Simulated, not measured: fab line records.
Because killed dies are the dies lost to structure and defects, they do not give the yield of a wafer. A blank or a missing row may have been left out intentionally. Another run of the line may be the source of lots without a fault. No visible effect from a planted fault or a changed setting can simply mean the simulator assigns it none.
Matching of chambers :: flow gf180mcu :: 4 sister chambers for GF_CONTACT_CMP_04 on cmp-01
The step polishes SiO2. 8 wafers are shown with their chamber, then 8 later ones without.

WAFERS PAIRED WITH THEIR CHAMBERS
wafer: L468.6
chamber: 2
time_to_endpoint_s (s): 103
motor_current_A (A): 10.8

wafer: L471.1
chamber: 1
time_to_endpoint_s (s): 96
motor_current_A (A): 11.2

wafer: L471.4
chamber: 3
time_to_endpoint_s (s): 118
motor_current_A (A): 11.8

wafer: L472.4
chamber: 2
time_to_endpoint_s (s): 106
motor_current_A (A): 11.2

wafer: L473.1
chamber: 0
time_to_endpoint_s (s): 115
motor_current_A (A): 12.0

wafer: L473.2
chamber: 1
time_to_endpoint_s (s): 109
motor_current_A (A): 11.5

wafer: L473.6
chamber: 3
time_to_endpoint_s (s): 117
motor_current_A (A): 11.9

wafer: L474.1
chamber: 0
time_to_endpoint_s (s): 119
motor_current_A (A): 11.5

WAFERS WITHOUT THEIR CHAMBER
wafer: L474.2
time_to_endpoint_s (s): 108
motor_current_A (A): 11.4

wafer: L474.3
time_to_endpoint_s (s): 99
motor_current_A (A): 11.1

wafer: L475.3
time_to_endpoint_s (s): 107
motor_current_A (A): 11.4

wafer: L475.4
time_to_endpoint_s (s): 110
motor_current_A (A): 11.7

wafer: L475.6
time_to_endpoint_s (s): 102
motor_current_A (A): 12.0

wafer: L483.1
time_to_endpoint_s (s): 95
motor_current_A (A): 12.0

wafer: L483.2
time_to_endpoint_s (s): 101
motor_current_A (A): 12.0

wafer: L483.6
time_to_endpoint_s (s): 104
motor_current_A (A): 11.1

WHICH CHAMBER EACH ONE RAN IN
wafer: L474.2
from the rows above: can't be placed: 1 or 2 or 0 or 3
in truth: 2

wafer: L474.3
from the rows above: can't be placed: 2 or 1
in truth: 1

wafer: L475.3
from the rows above: can't be placed: 1 or 2 or 0 or 3
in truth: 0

wafer: L475.4
from the rows above: can't be placed: 0 or 3 or 1 or 2
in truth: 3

wafer: L475.6
from the rows above: can't be placed: 1 or 3 or 0 or 2
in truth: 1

wafer: L483.1
from the rows above: can't be placed: 1 or 2 or 0 or 3
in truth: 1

wafer: L483.2
from the rows above: can't be placed: 1 or 0 or 3 or 2
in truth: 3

wafer: L483.6
from the rows above: can't be placed: 2 or 1
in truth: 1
Correct placement for 0 of the 8. Unplaceable from these rows: 8, with the true chamber sitting among the candidates in 8. Placed wrongly: 0.
How it was worked out, from the rows above alone: a wafer's distance from a chamber is the root of the sum, over the readings, of the square of ((its reading less the chamber's mean) divided by the reading's scatter). The wafer belongs to the nearest chamber; if the next one is less than 2 further off, it can't be placed. A chamber's mean is the mean of its shown wafers. The scatter: the root of (the sum of the squares of (reading less its chamber's mean) over the shown wafers, divided by (wafers less chambers)).
